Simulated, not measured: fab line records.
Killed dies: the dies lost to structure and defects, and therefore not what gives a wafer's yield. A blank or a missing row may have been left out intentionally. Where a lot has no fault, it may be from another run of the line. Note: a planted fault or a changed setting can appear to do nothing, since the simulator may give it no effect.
Comparing a struck lot with a sound one ; flow sky130 ; 17 steps out of a route of 708
Sound: the wafers L774.1, L774.3, L774.5. Struck: wafers L780.1, L780.2, L780.6. Last of all comes the cause.
At each step with rows: each side's tool, then ch and its chambers, then its first start. Under that, the readings that differ: sound wafers ; struck wafers ; difference of the means ; sigmas: that difference in standard deviations of wafers without a fault.
alike: readings whose means differ by less than 2 such deviations, and words and numbers that are the same on both sides. not compared: withheld readings, readings that some wafer has no value for, bounds like >300 that may hide the same value, and numbers for which the record gives no deviation and whose values overlap.
Wherever a step has rows on one side only, a row that says differs or no value, or a row with sigmas, the two part there. Non-overlapping numbers with no deviation appear without sigmas and do not part them. A reading that every wafer of one side lacks parts them only if that side has two wafers or more.

first, 1 step without rows for these wafers: SKY_VT_ADJUST_NCORE_IMPLANT_09.
SKY_VT_ADJUST_NCORE_STRIP_10: strips in O2/N2.
  sound on plasmaAsher-04 ch 0,1, day 11 04:05; struck on plasmaAsher-04 ch 0,1, day 11 18:50
reading;sound;struck;difference;sigmas
o2FlowSccm (sccm);3002 2990 2988;3010 3027 3013;+23;+2
  alike: drypumpMotorCurrentA, oesProductAu, stripTimeToEndpointS
  not compared: rfHoursCounterH
SKY_VT_ADJUST_NCORE_TW_MEAS_11:
  sound on filmMetro-04 at day 11 04:11; struck on filmMetro-02 at day 11 18:56
  alike: VT_ADJUST_NCORE_TW
then, 7 steps without rows for these wafers: SKY_VT_ADJUST_HVTR_DEHYDRATE_00 (time 60 s); SKY_VT_ADJUST_HVTR_HMDS_01 (prime time 60 s); SKY_VT_ADJUST_HVTR_COAT_02 (resist thk 1140 nm); SKY_VT_ADJUST_HVTR_SOFTBAKE_03 (time 60 s); SKY_VT_ADJUST_HVTR_EXPOSE_04 (exposes mask HVTRM, target cd 380 nm); SKY_VT_ADJUST_HVTR_PEB_05; SKY_VT_ADJUST_HVTR_DEVELOP_06 (develop time 60 s).
SKY_VT_ADJUST_HVTR_CD_MEAS_07: target cd 380 nm.
  sound on cdSem-01 at day 12 03:55; struck on cdSem-01 at day 12 20:05
reading;sound;struck;difference;sigmas
cdNm (nm);380.0 381.7 383.1;373.5 376.5 376.1;-6.2;-2
SKY_VT_ADJUST_HVTR_OVL_MEAS_08:
  sound on overlay-02 at day 12 04:02; struck on overlay-01 at day 12 20:13
  alike: VT_ADJUST_HVTR_OVL
SKY_VT_ADJUST_HVTR_IMPLANT_09:
  sound on implanter-02 ch 0, day 12 04:05; struck on implanter-02 ch 0, day 12 20:14
reading;sound;struck;difference;sigmas
doseIonsCm2;2.0995e+12 2.1022e+12 2.0995e+12;1.3832e+12 1.378e+12 1.3843e+12;-7.1857e+11;-99 or more
faradayCurrentUA;12.00 11.84 11.62;7.63 7.64 7.69;-4.17;-18
SKY_VT_ADJUST_HVTR_STRIP_10: strips in O2/N2.
  sound on plasmaAsher-02 ch 0,1, day 12 04:14; struck on plasmaAsher-01 ch 0,1, day 12 20:23
  alike: drypumpMotorCurrentA, o2FlowSccm, oesProductAu, stripTimeToEndpointS
  not compared: rfHoursCounterH
SKY_VT_ADJUST_HVTR_TW_MEAS_11:
  sound on filmMetro-02 at day 12 04:20; struck on filmMetro-02 at day 12 20:29
reading;sound;struck;difference;sigmas
VT_ADJUST_HVTR_TW;210.2 209.5 208.8;186.2 187.8 187.5;-22.3;-17
then, 1 step without rows for these wafers: SKY_VT_ADJUST_PCH_DEHYDRATE_00 (time 60 s).
SKY_PAD_OPEN_PROBE_99:
  sound wafers here have rows in the record (prober-01, day 48 05:24); struck ones have none

## WHERE THEY PART
At SKY_VT_ADJUST_NCORE_STRIP_10 first; at SKY_PAD_OPEN_PROBE_99 last (within this record only).

WHY: what the simulator had put in
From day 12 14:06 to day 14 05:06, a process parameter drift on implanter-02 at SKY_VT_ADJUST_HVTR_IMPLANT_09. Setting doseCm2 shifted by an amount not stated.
